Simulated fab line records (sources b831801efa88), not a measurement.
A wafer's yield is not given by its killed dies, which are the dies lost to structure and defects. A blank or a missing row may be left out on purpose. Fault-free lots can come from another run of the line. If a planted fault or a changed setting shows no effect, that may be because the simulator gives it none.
Which of the tools did it?    flow sfq_line    Sampling: 7 lots, 21 wafers, 5 of 325 route steps

## WHAT THE GAUGES READ, wafer by wafer
SFQ_M8_OVL_MEAS_948.
lot   measured      on          M8_OVL (nm)
L420  day 82 00:31  overlay-02  -2 -3 -2
L422  day 82 08:55  overlay-02  -3 -8 -8
L426  day 85 07:32  overlay-02  -2 -6 -7
L428  day 85 13:40  overlay-01  -14 -5 -11
L431  day 85 20:25  overlay-01  - - -
L436  day 86 11:50  overlay-01  -7 -11 -5
L438  day 86 14:43  overlay-01  -7 -3 -3

## TOOL THAT RAN EACH LOT (tool first, then ch and the chambers of the sampled wafers, then the start)
lot   SFQ_TRILAYER_I1_VIA_STRIP_STRIP_053  SFQ_TRILAYER_JJ_CE_BARC_OPEN_RIE_150  SFQ_TRILAYER_JJ_CE_ETCH_RIE_118    SFQ_TRILAYER_M5_LITHO_EXPOSE_124
L420  rie_metal-03 ch 0,1, day 29 18:37    rie_metal-04 ch 0,1, day 54 23:10     rie_metal-04 ch 0,1, day 54 23:16  krf_scanner-02 ch 0, day 59 22:14
L422  rie_metal-03 ch 0,1, day 31 01:37    rie_metal-02 ch 0,1, day 55 17:40     rie_metal-02 ch 0,1, day 55 17:46  krf_scanner-01 ch 0, day 60 23:58
L426  rie_metal-04 ch 0,1, day 33 12:33    rie_metal-02 ch 0,1, day 58 07:35     rie_metal-02 ch 0,1, day 58 07:40  krf_scanner-01 ch 0, day 63 23:20
L428  rie_metal-04 ch 0,1, day 34 23:09    rie_metal-02 ch 0,1, day 59 19:35     rie_metal-02 ch 0,1, day 59 19:40  krf_scanner-02 ch 0, day 65 04:28
L431  rie_metal-03 ch 0,1, day 35 10:01    rie_metal-02 ch 0,1, day 60 07:37     rie_metal-02 ch 0,1, day 60 07:43  krf_scanner-02, day 65 16:52
L436  rie_metal-03 ch 0,1, day 35 20:37    rie_metal-04 ch 0,1, day 61 13:29     rie_metal-04 ch 0,1, day 61 13:35  krf_scanner-02 ch 0, day 67 00:40
L438  rie_metal-03 ch 0,1, day 35 23:13    rie_metal-04 ch 0,1, day 61 23:07     rie_metal-04 ch 0,1, day 61 23:13  krf_scanner-02 ch 0, day 67 12:04
- SFQ_TRILAYER_I1_VIA_STRIP_STRIP_053: strips in O2.
- SFQ_TRILAYER_JJ_CE_BARC_OPEN_RIE_150: chemistry O2, target BARC, target depth 240 nm, time 80 s.
- SFQ_TRILAYER_JJ_CE_ETCH_RIE_118: chemistry SF6, target Nb, stops on Al2O3, time 97.7 s, target depth 170 nm.
- SFQ_TRILAYER_M5_LITHO_EXPOSE_124: exposes mask M5, target cd 700 nm.

## THE ANSWER, worked out from the rows above alone
Rule: the lots themselves supply what counts as usual. Put in order of their means at a reading, lots are off if they are a third of the lots or fewer, leave a main group of 4 or more, and stand apart from it by a gap of 3 or more times the standard deviation of the main group's means; of several such gaps the widest counts. A main group whose means are all the same, to the digits that the tables above print for the reading, isn't used. Also off: a lot with no number at a reading for which 4 or more lots have one. Any other lot the step has rows for is counted as sound.
Off: at SFQ_M8_OVL_MEAS_948 (M8_OVL), L431. Without a number there: L431. Main group: mean -6 nm, sd 2.5.
A tool fits if, at a process step before that reading, it ran every lot that is off, and no sound lot after the first of them. Gauges at SFQ_M8_OVL_MEAS_948: tried the same way as those tools. One fits: SFQ_TRILAYER_JJ_CE_BARC_OPEN_RIE_150 and SFQ_TRILAYER_JJ_CE_ETCH_RIE_118 on rie_metal-02. At SFQ_TRILAYER_JJ_CE_BARC_OPEN_RIE_150 its last sound lot is L428 (day 59 19:35), its first lot that is off L431 (day 60 07:37): a fault that began between those two fits.

## WHAT THE SIMULATOR HAD INSERTED
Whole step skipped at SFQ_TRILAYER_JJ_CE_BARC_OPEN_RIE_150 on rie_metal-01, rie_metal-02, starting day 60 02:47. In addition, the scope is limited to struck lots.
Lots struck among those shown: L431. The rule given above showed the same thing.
